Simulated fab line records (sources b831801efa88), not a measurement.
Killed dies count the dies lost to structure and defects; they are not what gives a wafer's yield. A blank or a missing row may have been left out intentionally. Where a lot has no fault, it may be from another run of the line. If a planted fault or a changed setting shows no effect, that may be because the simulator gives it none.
Which tool is to blame? -- flow sky130 -- 12 lots, 36 wafers sampled, at 5 steps of a route of 708

== WHAT THE GAUGES READ, wafer by wafer ==
SKY_SONOS_ONO_OVL_MEAS_14. Usual: SONOS_ONO_OVL gives 0.5 nm (standard deviation 1.4).
lot,measured,on,SONOS_ONO_OVL (nm),flag
L401,day 12 09:02,overlay-02,3.0 1.9 3.2,
L402,day 12 15:34,overlay-01,3.7 0.5 2.8,
L403,day 13 01:08,overlay-02,-1.2 0.8 -1.0,
L405,day 15 08:35,overlay-02,-0.6 2.0 0.0,
L412,day 17 01:42,overlay-01,0.2 -1.6 -2.4,
L415,day 17 11:12,overlay-01,1.3 0.1 0.2,
L416,day 17 21:41,overlay-01,3.0 1.4 1.2,
L417,day 18 01:25,overlay-01,0.5 0.7 -0.4,
L418,day 18 07:26,overlay-01,0.6 0.3 2.7,
L419,day 18 17:42,overlay-02,1.5 2.0 -1.0,
L420,day 19 00:40,overlay-02,-1.2 -0.4 -2.0,
L423,day 20 04:25,overlay-02,3.3 2.0 2.7,

SKY_LDD_N_TW_MEAS_17. Usual: LDD_N_TW gives 2597 (standard deviation 14).
lot,measured,on,LDD_N_TW,flag
L401,day 17 07:12,film metro-01,2581 2590 2591,
L402,day 17 15:14,film metro-04,2599 2604 2608,
L403,day 18 02:28,film metro-04,2607 2588 2609,
L405,day 20 18:21,film metro-01,2587 2601 2576,
L412,day 22 14:31,film metro-03,2603 2597 2600,
L415,day 23 01:08,film metro-03,2593 2611 2578,
L416,day 23 08:58,film metro-04,2609 2606 2590,
L417,day 23 14:27,film metro-04,2600 2599 2611,
L418,day 23 20:47,film metro-01,2589 2587 2592,
L419,day 24 05:47,film metro-03,2596 2583 2593,
L420,day 24 12:47,film metro-04,2620 2623 2610,
L423,day 25 14:45,film metro-03,2576 2585 2583,

== TOOL THAT RAN EACH LOT (tool first, then ch and the chambers of the sampled wafers, then the start) ==
lot,SKY_DNWELL_STRIP_08,SKY_GATE_OXIDE_SOFTBAKE_06,SKY_GATE_OXIDE_STRIP_13
L401,"plasma asher-04 ch 0,1, day 3 04:55","litho track-03 ch 0, day 12 22:58","plasma asher-03 ch 0,1, day 13 12:05"
L402,"plasma asher-02 ch 0, day 3 08:40","litho track-03 ch 0, day 13 06:11","plasma asher-01 ch 0,1, day 13 19:42"
L403,"plasma asher-02 ch 0,1, day 3 15:07","litho track-04 ch 0, day 13 15:28","plasma asher-01 ch 0, day 14 04:23"
L405,"plasma asher-02 ch 0,1, day 4 22:51","litho track-01 ch 0, day 16 00:53","plasma asher-01 ch 0,1, day 16 14:53"
L412,"plasma asher-02 ch 0,1, day 6 01:09","litho track-03 ch 0, day 17 19:10","plasma asher-04 ch 0,1, day 18 10:01"
L415,"plasma asher-02 ch 0,1, day 6 09:49","litho track-03 ch 0, day 18 04:16","plasma asher-03 ch 0,1, day 18 19:58"
L416,"plasma asher-03 ch 0,1, day 6 18:36","litho track-03 ch 0, day 18 14:16","plasma asher-03 ch 0,1, day 19 05:49"
L417,"plasma asher-04 ch 0,1, day 6 19:25","litho track-03 ch 0, day 18 19:25","plasma asher-04 ch 0,1, day 19 10:15"
L418,"plasma asher-03 ch 0,1, day 7 00:58","litho track-04 ch 0, day 19 01:05","plasma asher-04 ch 0,1, day 19 16:55"
L419,"plasma asher-03 ch 0,1, day 7 05:30","litho track-04 ch 0, day 19 11:41","plasma asher-01 ch 1, day 20 03:48"
L420,"plasma asher-02 ch 0,1, day 7 08:30","litho track-01 ch 0, day 19 18:04","plasma asher-01 ch 0,1, day 20 09:43"
L423,"plasma asher-03 ch 0,1, day 8 04:00","litho track-04 ch 0, day 20 20:53","plasma asher-01 ch 0,1, day 21 12:17"
- SKY_DNWELL_STRIP_08: strips in O2/N2.
- SKY_GATE_OXIDE_SOFTBAKE_06: time 60 s.
- SKY_GATE_OXIDE_STRIP_13: strips in O2/N2.

== WHAT THE TOOLS THEMSELVES READ (means of the sampled wafers that have a number; where no wafer has one, the mark that the record gives instead) ==
SKY_DNWELL_STRIP_08. Usual: drypump motor current A 5.6 A, standard deviation 0.58; oes product au 0.722 a.u., standard deviation 0.0046; strip time to endpoint s 37.05 s, standard deviation 0.1.
lot,tool,drypump motor current A (A),oes product au (a.u.),strip time to endpoint s (s),flag
L401,plasma asher-04,5.5,0.720,37.00,
L402,plasma asher-02,5.8,0.718,37.16,
L403,plasma asher-02,6.0,0.723,37.12,
L405,plasma asher-02,6.2,0.721,37.20,
L412,plasma asher-02,6.2,0.725,37.14,
L415,plasma asher-02,6.0,0.719,36.90,
L416,plasma asher-03,4.9,0.725,37.17,
L417,plasma asher-04,5.5,0.722,36.89,
L418,plasma asher-03,4.9,0.723,37.08,
L419,plasma asher-03,4.9,0.721,37.00,
L420,plasma asher-02,6.2,0.718,37.13,
L423,plasma asher-03,4.9,0.723,37.08,

SKY_GATE_OXIDE_SOFTBAKE_06. Usual: heater power total W 56.59 W, standard deviation 0.042; plate temp C 90.00 C, standard deviation 0.14; run length s 89.10 s, standard deviation 0.13.
lot,tool,heater power total W (W),plate temp C (C),run length s (s),flag
L401,litho track-03,56.58,89.97,89.21,
L402,litho track-03,56.55,89.93,89.13,
L403,litho track-04,56.53,90.01,89.22,
L405,litho track-01,56.59,90.15,88.87,
L412,litho track-03,56.58,89.92,89.16,
L415,litho track-03,64.80,-,68.80,OFF
L416,litho track-03,64.82,-,68.88,OFF
L417,litho track-03,64.81,-,68.73,OFF
L418,litho track-04,56.56,90.09,89.16,
L419,litho track-04,56.60,90.20,89.20,
L420,litho track-01,56.58,90.00,89.03,
L423,litho track-04,56.61,90.04,89.16,

SKY_GATE_OXIDE_STRIP_13. Usual: drypump motor current A 5.3 A, standard deviation 0.44; oes product au 0.715 a.u., standard deviation 0.0047; strip time to endpoint s 14.21 s, standard deviation 0.036.
lot,tool,drypump motor current A (A),oes product au (a.u.),strip time to endpoint s (s),flag
L401,plasma asher-03,4.9,0.714,14.24,
L402,plasma asher-01,5.6,0.713,14.27,
L403,plasma asher-01,6.0,0.717,14.21,
L405,plasma asher-01,5.6,0.713,14.20,
L412,plasma asher-04,5.5,0.721,14.24,
L415,plasma asher-03,4.9,0.711,14.31,
L416,plasma asher-03,4.9,0.714,14.32,OFF
L417,plasma asher-04,5.4,0.716,14.32,OFF
L418,plasma asher-04,5.4,0.715,14.13,
L419,plasma asher-01,4.9,0.710,14.21,
L420,plasma asher-01,5.4,0.719,14.18,
L423,plasma asher-01,5.6,0.710,14.21,

== THE ANSWER, worked out from the rows above alone ==
Rule: a lot is off if the mean of its wafers that have a number lies more than 3 standard deviations from the usual mean. A lot without any number at a reading at which 4 lots or more have one is off too. All remaining lots with rows at the step are treated as sound. The gauges are gone through in route order, then the tools' own readings, and for those a lot's mean is taken as printed above. The first step at which some lot is off is used, and at that step the reading that is off furthest; a lot without a number counts as furthest.
Off: L415, L416, L417, at SKY_GATE_OXIDE_SOFTBAKE_06 (plate temp C). Without a number there: L415, L416, L417.
If a tool, at that step or one of the process steps before it, ran each lot that is off and ran no sound lot following the first of them, it fits. One fits: litho track-03 at SKY_GATE_OXIDE_SOFTBAKE_06. A fault onset in the window from L412 (day 17 19:10, its last sound lot) to L415 (day 18 04:16, its first lot off) fits.
The tool's own readings at SKY_GATE_OXIDE_SOFTBAKE_06 bear it out: on the lots that are off they differ by more than 5 times the standard deviation of the sound lots' means. heater power total W reads 64.81 W there against 56.58 W on the sound lots; run length s reads 68.80 s there against 89.13 s on the sound lots.
Blank at SKY_GATE_OXIDE_SOFTBAKE_06 on the lots that are off, where sound lots have numbers: plate temp C.

== WHAT THE SIMULATOR HAD PUT IN ==
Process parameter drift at SKY_GATE_OXIDE_SOFTBAKE_06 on litho track-03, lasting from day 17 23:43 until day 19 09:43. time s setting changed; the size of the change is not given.
Lots struck among those shown: L415, L416, L417. The rule above reached the same finding.
